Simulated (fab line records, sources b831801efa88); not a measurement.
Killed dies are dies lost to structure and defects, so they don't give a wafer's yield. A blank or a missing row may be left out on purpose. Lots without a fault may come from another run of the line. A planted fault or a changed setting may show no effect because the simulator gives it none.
Which tool did it? | flow sky130 | 13 lots, 37 wafers sampled, at 6 steps of a route of 708

WHAT THE GAUGES READ, wafer by wafer
SKY_SD_N_RS_MEAS_16: measures by four-point-probe. Usual: SD_N_RS 68.55 ohm/sq, standard deviation 0.12.
lot  | measured     | on            | SD_N_RS (ohm/sq)  | flag
L272 | day 28 11:50 | film_metro-02 | 68.57 68.44 68.32 |
L270 | day 28 13:12 | film_metro-02 | 68.65 68.59 68.58 |
L275 | day 29 15:23 | film_metro-02 | 68.59 68.39 68.49 |
L274 | day 29 16:20 | film_metro-04 | 68.61 68.53 68.56 |
L277 | day 31 01:07 | film_metro-02 | 68.35 68.52 68.25 |
L279 | day 31 18:35 | film_metro-04 | 68.79 68.72 68.66 |
L278 | day 31 22:17 | film_metro-02 | 68.62 68.36 68.39 |
L281 | day 32 01:05 | film_metro-04 | 68.58 68.57 68.50 |
L280 | day 32 04:04 | film_metro-04 | 68.48 68.60       |
L282 | day 32 04:43 | film_metro-04 | 68.73 68.58       |
L291 | day 35 00:11 | film_metro-04 | 68.53 68.71 68.66 |
L293 | day 35 06:46 | film_metro-04 | 68.52 68.47 68.54 |
L292 | day 35 08:31 | film_metro-04 | 68.51 68.71 68.69 |

SKY_LI_CONTACT_THK_MEAS_01. Usual: LI_CONTACT_HDPCVD_THK 925 nm, standard deviation 10.
lot  | measured     | on            | LI_CONTACT_HDPCVD_THK (nm) | flag
L272 | day 28 12:18 | film_metro-02 | 912 920 929                |
L270 | day 28 13:40 | film_metro-01 | 926 928 920                |
L275 | day 29 15:52 | film_metro-02 | 931 933 937                |
L274 | day 29 16:49 | film_metro-01 | 926 935 949                |
L277 | day 31 01:36 | film_metro-04 | 919 912 925                |
L279 | day 31 19:04 | film_metro-02 | 914 918 935                |
L278 | day 31 22:44 | film_metro-04 | 1596 931 903               | OFF
L281 | day 32 01:34 | film_metro-01 | 923 916 921                |
L280 | day 32 04:33 | film_metro-02 | 931 1580                   | OFF
L282 | day 32 05:12 | film_metro-04 | 923 1591                   | OFF
L291 | day 35 00:40 | film_metro-04 | 934 914 908                |
L293 | day 35 07:18 | film_metro-02 | 952 940 939                |
L292 | day 35 08:58 | film_metro-04 | 935 929 923                |

SKY_LI_CONTACT_BOW_MEAS_03. Usual: LI_CONTACT_BOW 56 um, standard deviation 6.9.
lot  | measured     | on            | LI_CONTACT_BOW (um) | flag
L272 | day 28 12:41 | film_metro-02 | 68 65 68            |
L270 | day 28 14:02 | film_metro-02 | 62 66 66            |
L275 | day 29 16:13 | film_metro-02 | 52 66 61            |
L274 | day 29 17:19 | film_metro-02 | 55 59 63            |
L277 | day 31 01:58 | film_metro-02 | 60 46 47            |
L279 | day 31 19:25 | film_metro-02 | 61 55 54            |
L278 | day 31 23:07 | film_metro-02 | 51 57 52            |
L281 | day 32 02:11 | film_metro-04 | 50 44 38            |
L280 | day 32 05:04 | film_metro-01 | 41 65               |
L282 | day 32 06:16 | film_metro-01 | 57 48               |
L291 | day 35 01:02 | film_metro-04 | 56 50 59            |
L293 | day 35 07:40 | film_metro-04 | 62 58 54            |
L292 | day 35 09:21 | film_metro-04 | 56 52 54            |

SKY_LI_CONTACT_OVL_MEAS_13. Usual: LI_CONTACT_OVL 1 nm, standard deviation 4.5.
lot  | measured     | on         | LI_CONTACT_OVL (nm) | flag
L272 | day 29 17:12 | overlay-01 | 1 5 2               |
L270 | day 29 18:48 | overlay-02 | -6 -11 0            |
L275 | day 30 20:28 | overlay-02 | -4 -1 2             |
L274 | day 30 21:54 | overlay-01 | 4 5 6               |
L277 | day 32 05:33 | overlay-01 | 7 8 7               |
L279 | day 32 23:26 | overlay-02 | 2 0 -1              |
L278 | day 33 03:12 | overlay-01 | 0 5 0               |
L281 | day 33 05:20 | overlay-02 | -6 -2 8             |
L280 | day 33 09:09 | overlay-01 | 2 0                 |
L282 | day 33 10:09 | overlay-02 | 1 -9                |
L291 | day 36 03:53 | overlay-02 | 7 8 8               |
L293 | day 36 10:38 | overlay-01 | -3 -4 -1            |
L292 | day 36 12:24 | overlay-02 | 4 3 0               |

WHICH TOOL RAN EACH LOT (tool, then ch and the chambers of the sampled wafers, then the start)
lot  | SKY_LI_CONTACT_HDPCVD_00         | SKY_LI_CONTACT_CMP_02
L272 | hdpcvd-02 ch 0,1,2, day 28 12:11 | cmp-02 ch 1,2, day 28 12:23
L270 | hdpcvd-02 ch 1,2, day 28 13:34   | cmp-01 ch 0,2,3, day 28 13:49
L275 | hdpcvd-01 ch 0,1,2, day 29 15:46 | cmp-02 ch 0,1,3, day 29 15:58
L274 | hdpcvd-01 ch 0,1,2, day 29 16:43 | cmp-01 ch 0,1,3, day 29 17:04
L277 | hdpcvd-02 ch 0,1, day 31 01:29   | cmp-01 ch 0,2,3, day 31 01:40
L279 | hdpcvd-02 ch 0,2, day 31 18:57   | cmp-01 ch 0,1,2, day 31 19:16
L278 | hdpcvd-02 ch 0,1,2, day 31 22:37 | cmp-01 ch 0,2,3, day 31 22:50
L281 | hdpcvd-01 ch 1,2, day 32 01:28   | cmp-01 ch 0,1,3, day 32 01:59
L280 | hdpcvd-02 ch 1,2, day 32 04:26   | cmp-02 ch 0,2, day 32 04:52
L282 | hdpcvd-02 ch 0,1, day 32 05:06   | cmp-02 ch 1,2, day 32 05:58
L291 | hdpcvd-02 ch 0,1, day 35 00:32   | cmp-02 ch 0,1,2, day 35 00:49
L293 | hdpcvd-01 ch 1, day 35 07:08     | cmp-01 ch 0,3, day 35 07:22
L292 | hdpcvd-02 ch 0,1,2, day 35 08:50 | cmp-02 ch 0,2,3, day 35 09:04
- SKY_LI_CONTACT_HDPCVD_00: deposits PSG, target thk 930 nm, time 155 s.
- SKY_LI_CONTACT_CMP_02: polishes PSG.

WHAT THE TOOLS THEMSELVES READ (means of the sampled wafers that have a number; where no wafer has one, the mark that the record gives instead)
SKY_LI_CONTACT_CMP_02. Usual: motor_current_A 11.8 A, standard deviation 1.3; platen_rpm 60.00 rpm, standard deviation 0.038; time_to_endpoint_s 31 s, standard deviation 4.
lot  | tool   | motor_current_A (A) | platen_rpm (rpm) | time_to_endpoint_s (s) | flag
L272 | cmp-02 | 10.7                | 60.03            | 31                     |
L270 | cmp-01 | 12.4                | 59.98            | 28                     |
L275 | cmp-02 | 10.8                | 59.97            | 35                     |
L274 | cmp-01 | 12.1                | 60.02            | 26                     |
L277 | cmp-01 | 12.4                | 60.01            | 28                     |
L279 | cmp-01 | 11.6                | 59.99            | 29                     |
L278 | cmp-01 | 12.1                | 60.02            | 47                     | OFF
L281 | cmp-01 | 12.1                | 59.99            | 25                     |
L280 | cmp-02 | 12.2                | 60.03            | 64                     | OFF
L282 | cmp-02 | 11.4                | 60.00            | 62                     | OFF
L291 | cmp-02 | 11.2                | 60.01            | 30                     |
L293 | cmp-01 | 12.0                | 59.96            | 29                     |
L292 | cmp-02 | 11.6                | 60.00            | 35                     |

THE ANSWER, worked out from the rows above alone
Rule: a lot is off if the mean of its wafers that have a number lies more than 3 standard deviations from the usual mean. A lot without any number at a reading at which 4 lots or more have one is off too. The other lots that the step has rows for count as sound. The gauges are gone through in route order, then the tools' own readings, and for those a lot's mean is taken as printed above. The first step at which some lot is off is used, and at that step the reading that is off furthest; a lot without a number counts as furthest.
Off: L278, L280, L282, at SKY_LI_CONTACT_THK_MEAS_01 (LI_CONTACT_HDPCVD_THK).
A tool fits if, at a process step before that reading, it ran every lot that is off, and no sound lot after the first of them. The gauges at SKY_LI_CONTACT_THK_MEAS_01 aren't tried: what is off there is off at SKY_LI_CONTACT_CMP_02 too, on other tools, and a gauge's error can't cause that. None of those tried fits.

WHAT THE SIMULATOR HAD PUT IN
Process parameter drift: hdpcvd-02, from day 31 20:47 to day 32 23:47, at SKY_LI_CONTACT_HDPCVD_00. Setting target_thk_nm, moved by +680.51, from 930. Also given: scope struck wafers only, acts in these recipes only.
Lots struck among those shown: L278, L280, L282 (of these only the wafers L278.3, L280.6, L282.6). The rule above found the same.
